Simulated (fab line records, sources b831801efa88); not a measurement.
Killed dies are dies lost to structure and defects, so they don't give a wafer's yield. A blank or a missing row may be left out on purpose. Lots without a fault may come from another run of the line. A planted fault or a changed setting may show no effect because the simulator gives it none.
fab line records | flow sfq_line
record lots=5 wafers=15 last_day=81
route steps=325 shown M6@265 I6@266
lots that met no fault: from a run of the same line without faults
start_h: hours from the record's first day to the start of the lot's first wafer shown | wait_h: hours since the lot's step before | " the same as in the row above | L1.1+2: a row that stands for several wafers | - no value, or no start given | * or withheld: withheld | < > ~ a bound
route shown NAME@n: a module of which the file shows steps, and the number in the route of the first | usual: mean/standard deviation of fault-free wafers | same: alike in all rows | chamber/n: place in a boat | sites: the reading at each site | _std_site: their standard deviation | _edge_site: outer sites' mean less inner sites' | radius_mm: how far each site lies from the wafer's centre | mask NAME#n: copy n | behind: the tool/chamber that last shaped the wafer | hold: why the lot was held/for how many hours/how that ended | device: the transistor (n, p or np) that didn't switch | end of line: the same wafers' tests at the end of the route | a step without rows: its recipe alone | killed: dies lost to structure and defects at the first sort, not the wafer's yield | map: a wafer's dies, x killed, . not, _ none there
set.NAME: the setting as run; set.NAME@STEP: as run at that earlier step | model.NAME: the simulator's own value behind a step, which no gauge read
lots at some steps of the route; a table a step, a row a wafer
services: from which hour (start_h, from the record's first day; less than 0 if before it) a tool's chamber was out of use, for how many hours, and why
## steps
# step SFQ_TRILAYER_M6_STRIP_SOLV_CLEAN_164
# recipe chemistry=NMP temp_c=70 time_s=600
# step SFQ_TRILAYER_I6_DEP_PECVD_165
# recipe material=SiO2 temp_c=150 time_s=111.11 pressure_torr=2.4 rf_w=183.3 precursor=SiH4/N2O target_thk_nm=500
# usual heater_power_w=83/15 rf_fwd_power_W=182.3/0.61 throttle_valve_pct=25.7/2.2
# columns lot.wafer tool chamber start_h wait_h heater_power_w rf_fwd_power_W throttle_valve_pct
L238.1 pecvd-01 2 1436.94 0.0 92 183.1 25.7
L238.3 " 1 " " 92 182.7 26.1
L238.4 " 0 " " 97 183.0 28.5
L241.1 pecvd-01 0 1587.01 0.0 79 183.1 29.2
L241.5 " 1 " " 76 182.8 26.2
L241.6 " 2 " " 95 182.0 25.8
L251.3 pecvd-04 2 1657.01 0.0 71 181.9 23.9
L251.5 " 0 " " 75 182.1 23.0
L251.6 " 2 " " 75 181.5 23.6
L252.1 pecvd-04 1 1711.82 0.0 92 181.2 25.0
L252.4 " 2 " " 73 181.9 24.0
L252.6 " 0 " " 86 183.2 23.4
L254.1 pecvd-02 2 1765.73 0.0 41 182.4 23.0
L254.2 " 0 " " 75 181.6 23.0
L254.6 " 2 " " 45 182.0 23.4
# step SFQ_TRILAYER_I6_CMP_CMP_166
# recipe material=SiO2 down_force_psi=3 platen_rpm=60 pad_velocity_m_s=0.94248
# usual motor_current_A=10.0/1.2 time_to_endpoint_s=218/7.6
# columns lot.wafer tool chamber start_h wait_h motor_current_A time_to_endpoint_s
L238.1 cmp-01 0 1442.34 5.4 10.2 219
L238.3 " 1 " " 9.9 207
L238.4 " 2 " " 10.2 208
L241.1 cmp-02 3 1587.59 0.5 7.6 207
L241.5 " 2 1589.09 2.0 9.9 229
L241.6 " 3 " " 7.7 210
L251.3 cmp-02 3 1660.39 3.3 7.9 210
L251.6 " 0 " " 10.9 215
L251.5 " 1 " " 10.6 216
L252.1 cmp-02 3 1711.90 0.0 7.4 210
L252.4 " 2 1713.40 1.5 9.3 227
L252.6 " 3 " " 7.9 220
L254.1 cmp-02 3 1766.31 0.5 7.6 220
L254.2 " 0 " " 9.9 210
L254.6 " 2 1767.81 2.0 9.8 227
# step SFQ_I6_BOW_MEAS_941
# recipe mode=bow
# usual I6_BOW=5/11
# columns lot.wafer tool chamber start_h wait_h I6_BOW[um]
L238.1 film_metro-01 - 1444.84 2.0 4
L238.3 " - " " 17
L238.4 " - " " 13
L241.1 film_metro-01 - 1590.09 2.0 -2
L241.5 " - " " -10
L241.6 " - " " 1
L251.3 film_metro-02 - 1661.93 1.0 -7
L251.5 " - " " 4
L251.6 " - " " -7
L252.1 film_metro-01 - 1714.90 2.5 17
L252.4 " - " " 5
L252.6 " - " " 16
L254.1 film_metro-01 - 1768.81 2.0 -3
L254.2 " - " " -5
L254.6 " - " " -4
# step SFQ_TRILAYER_I6_METRO_MEASURE_167
# usual thk_nm=200.1/1.1
# columns lot.wafer tool chamber start_h wait_h thk_nm
L238.1 film_metro-01 - 1444.96 0.1 202.8
L238.3 " - " " 200.5
L238.4 " - " " 201.4
L241.1 film_metro-01 - 1590.21 0.1 200.4
L241.5 " - " " 200.6
L241.6 " - " " 199.6
L251.3 film_metro-02 - 1662.41 0.5 199.2
L251.5 " - " " 199.1
L251.6 " - " " 199.2
L252.1 film_metro-01 - 1715.02 0.1 198.8
L252.4 " - " " 201.0
L252.6 " - " " 200.0
L254.1 film_metro-01 - 1768.93 0.1 199.4
L254.2 " - " " 198.6
L254.6 " - " " 199.4
# step SFQ_TRILAYER_I6_VIA_LITHO_COAT_174
# recipe resist=BARC spin_rpm=3000 resist_thk_nm=62
# step SFQ_TRILAYER_I6_VIA_LITHO_COAT_169
# recipe resist=KrF spin_rpm=3000 resist_thk_nm=650
# step SFQ_TRILAYER_I6_VIA_LITHO_SOFTBAKE_173
# recipe temp_c=withheld time_s=withheld resist=KrF
# step SFQ_TRILAYER_I6_VIA_LITHO_EXPOSE_170
# recipe mask_id=I6 na=0.6 source_shape=conventional sigma_outer=0.65 target_cd_nm=700 dose_mj=21.3
# step SFQ_TRILAYER_I6_VIA_LITHO_PEB_172
# recipe peb_temp_c=115 peb_time_s=60 resist=KrF
# step SFQ_TRILAYER_I6_VIA_LITHO_DEVELOP_171
# recipe time_s=60 resist=KrF
# step SFQ_I6_OVL_MEAS_942
# usual I6_OVL=3/4
# columns lot.wafer tool chamber start_h wait_h I6_OVL[nm]
L238.1 overlay-01 - 1563.09 0.1 1
L238.3 " - " " -4
L238.4 " - " " 0
L241.1 overlay-01 - 1595.46 0.1 2
L241.5 " - " " 6
L241.6 " - " " 4
L251.3 overlay-02 - 1756.55 0.1 12
L251.5 " - " " 7
L251.6 " - " " 6
L252.1 overlay-01 - 1762.34 0.1 3
L252.4 " - " " 6
L252.6 " - " " 2
L254.1 overlay-02 - 1772.38 0.1 3
L254.2 " - " " 6
L254.6 " - " " 7
# step SFQ_TRILAYER_I6_VIA_BARC_OPEN_VIA_ETCH_235
# recipe mask_material=PR chemistry=O2 target_depth_nm=125 target=BARC source_w=500 bias_w=80 pressure_mtorr=30 time_s=41.7
# usual drypump_motor_current_A=5.6/0.52 oes_product_au=0.685/0.0047 rf_fwd_power_W=495.0/2.2 run_length_s=70.1/0.54
# columns lot.wafer tool chamber start_h wait_h drypump_motor_current_A oes_product_au rf_fwd_power_W rf_hours_counter_h run_length_s model.KrF_of_TRILAYER_I6_VIA_LITHO_COAT_169.thk_nm
L238.1 rie_diel-01 2 1563.13 0.0 5.5 0.687 496.7 14 70.9 571.4
L238.3 " 0 " " 4.8 0.690 495.1 19 70.4 573
L238.4 " 1 " " 5.9 0.682 495.7 16 69.1 571.1
L241.1 rie_diel-03 0 1595.50 0.0 5.3 0.684 491.9 4 70.5 574
L241.5 " 0 " " 5.2 0.683 494.2 - 70.2 575.9
L241.6 " 3 " " 6.3 0.683 494.5 - 69.6 575.9
L251.3 rie_diel-01 3 1756.57 0.0 4.8 0.688 495.9 11 70.2 571.6
L251.5 " 1 " " 5.9 0.604 496.3 - 85.2 550.1
L251.6 " 0 " " 4.8 0.685 497.8 - 70.3 574.6
L252.1 rie_diel-03 1 1762.37 0.0 6.4 0.687 493.9 4 70.0 572.7
L252.4 " 2 " " 5.7 0.681 497.1 16 69.4 573.1
L252.6 " 0 " " 5.3 0.693 498.2 - 70.1 575.5
L254.1 rie_diel-03 0 1772.42 0.0 5.3 0.680 494.5 6 70.8 570.4
L254.2 " 3 " " 6.2 0.685 497.3 2 69.4 569.5
L254.6 " 3 " " 6.2 0.681 496.6 - 69.4 569.4
# step SFQ_TRILAYER_I6_VIA_ETCH_VIA_ETCH_172
# recipe target=SiO2 stop_on=Nb mask_material=PR taper_deg=20 chemistry=CHF3 target_depth_nm=260 source_w=500 bias_w=80 pressure_mtorr=30 time_s=withheld
# usual drypump_motor_current_A=5.6/0.52 oes_product_au=0.854/0.0049 rf_fwd_power_W=498.3/1.5
# columns lot.wafer tool chamber start_h wait_h drypump_motor_current_A oes_product_au rf_fwd_power_W model.KrF_of_TRILAYER_I6_VIA_LITHO_COAT_169.thk_nm
L238.1 rie_diel-01 2 1563.17 0.0 5.5 0.856 497.3 526.4
L238.3 " 0 " " 4.8 0.854 498.9 529.4
L238.4 " 1 " " 5.9 0.858 499.8 525.6
L241.1 rie_diel-03 0 1595.54 0.0 5.3 0.850 496.3 530.3
L241.5 " 0 " " 5.3 0.846 496.9 532.3
L241.6 " 3 " " 6.2 0.862 498.5 533.3
L251.3 rie_diel-01 3 1756.61 0.0 4.8 0.852 498.8 525.2
L251.5 " 1 " " 5.9 0.846 499.6 504.6
L251.6 " 0 " " 4.8 0.851 498.2 530
L252.1 rie_diel-03 1 1762.41 0.0 6.4 0.851 496.6 528.9
L252.4 " 2 " " 5.7 0.857 499.1 527.8
L252.6 " 0 " " 5.3 0.862 497.6 532
L254.1 rie_diel-03 0 1772.46 0.0 5.3 0.856 497.4 527.1
L254.2 " 3 " " 6.2 0.843 498.5 525.7
L254.6 " 3 " " 6.2 0.853 498.0 525.7
# step SFQ_TRILAYER_I6_VIA_STRIP_STRIP_173
# recipe gas=O2 power_w=200 platen_temp_c=40 overash_fraction=0.65 chemistry=O2 pressure_mtorr=50
# usual drypump_motor_current_A=5.9/0.38 oes_product_au=1.002/0.008
# columns lot.wafer tool chamber start_h wait_h drypump_motor_current_A oes_product_au rf_hours_counter_h
L238.1 rie_metal-04 1 1563.28 - 5.8 1.002 68
L238.3 " 0 " " 5.2 0.998 -
L238.4 " 1 " " 5.8 1.014 -
L241.1 rie_metal-03 1 1595.65 - 6.3 0.997 48
L241.5 " 0 " " 5.8 1.008 -
L241.6 " 1 " " 6.3 1.013 -
L251.3 rie_metal-03 1 1756.93 - 6.3 1.003 -
L251.5 " 0 " " 5.8 1.010 -
L251.6 " 1 " " 6.3 1.005 -
L252.1 rie_metal-04 0 1762.53 - 5.2 0.997 30
L252.4 " 1 " " 5.8 1.016 -
L252.6 " 1 " " 5.8 1.012 -
L254.1 rie_metal-03 1 1772.57 - 6.3 1.016 74
L254.2 " 0 " " 5.8 0.998 83
L254.6 " 0 " " 5.8 0.993 -
## services
# columns tool chamber start_h hours kind
cmp-02 - 1415.65 3.3 repair
rie_diel-01 3 1429.54 10.8 repair
film_metro-01 - 1432.74 0.9 pm
film_metro-01 - 1443.99 0.3 pm
rie_diel-03 0 1485.63 17.8 repair
rie_diel-03 - 1496.02 0.4 repair
rie_diel-03 0 1511.07 6.8 repair
cmp-02 - 1539.58 2.9 pm
rie_diel-01 - 1546.56 2.8 pm
film_metro-01 - 1570.03 0.8 pm
rie_diel-01 1 1596.74 4.4 repair
cmp-02 - 1600.44 4.0 pm
rie_diel-01 2 1600.44 3.6 repair
cmp-02 - 1605.49 4.6 pm
rie_diel-03 0 1608.97 4.4 repair
film_metro-01 - 1615.36 3.0 pm
cmp-02 - 1631.31 1.8 repair
rie_diel-03 0 1648.25 1.5 repair
film_metro-01 - 1677.74 0.3 pm
film_metro-01 - 1692.53 1.4 pm
rie_diel-03 3 1713.87 6.8 repair
film_metro-01 - 1733.30 18.1 pm
rie_diel-03 - 1736.97 2.8 pm
rie_diel-03 1 1766.75 3.0 repair
## key
first_sign step=SFQ_TRILAYER_I6_VIA_BARC_OPEN_VIA_ETCH_235 reading=run_length_s direction=up sigmas=28 usual=* struck=*
effect step=SFQ_TRILAYER_I6_VIA_BARC_OPEN_VIA_ETCH_235 reading=oes_product_au direction=down sigmas=17 usual=0.685 struck=0.604
model_effect step=SFQ_TRILAYER_I6_VIA_BARC_OPEN_VIA_ETCH_235 value=KrF_of_TRILAYER_I6_VIA_LITHO_COAT_169.thk_nm without=570.2 struck=550.1
model_effect step=SFQ_TRILAYER_I6_VIA_ETCH_VIA_ETCH_172 value=KrF_of_TRILAYER_I6_VIA_LITHO_COAT_169.thk_nm without=524.7 struck=504.6
met_at SFQ_TRILAYER_I6_VIA_BARC_OPEN_VIA_ETCH_235
struck_wafers L251.5
onset_between 1563.13 1756.57
fault kind=process_parameter_drift tool=rie_diel-01 chamber=1 onset_h=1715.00 steps=SFQ_TRILAYER_I6_VIA_BARC_OPEN_VIA_ETCH_235 channel=time_s offset=* shape=step end_h=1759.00 acts_in=* stated=*
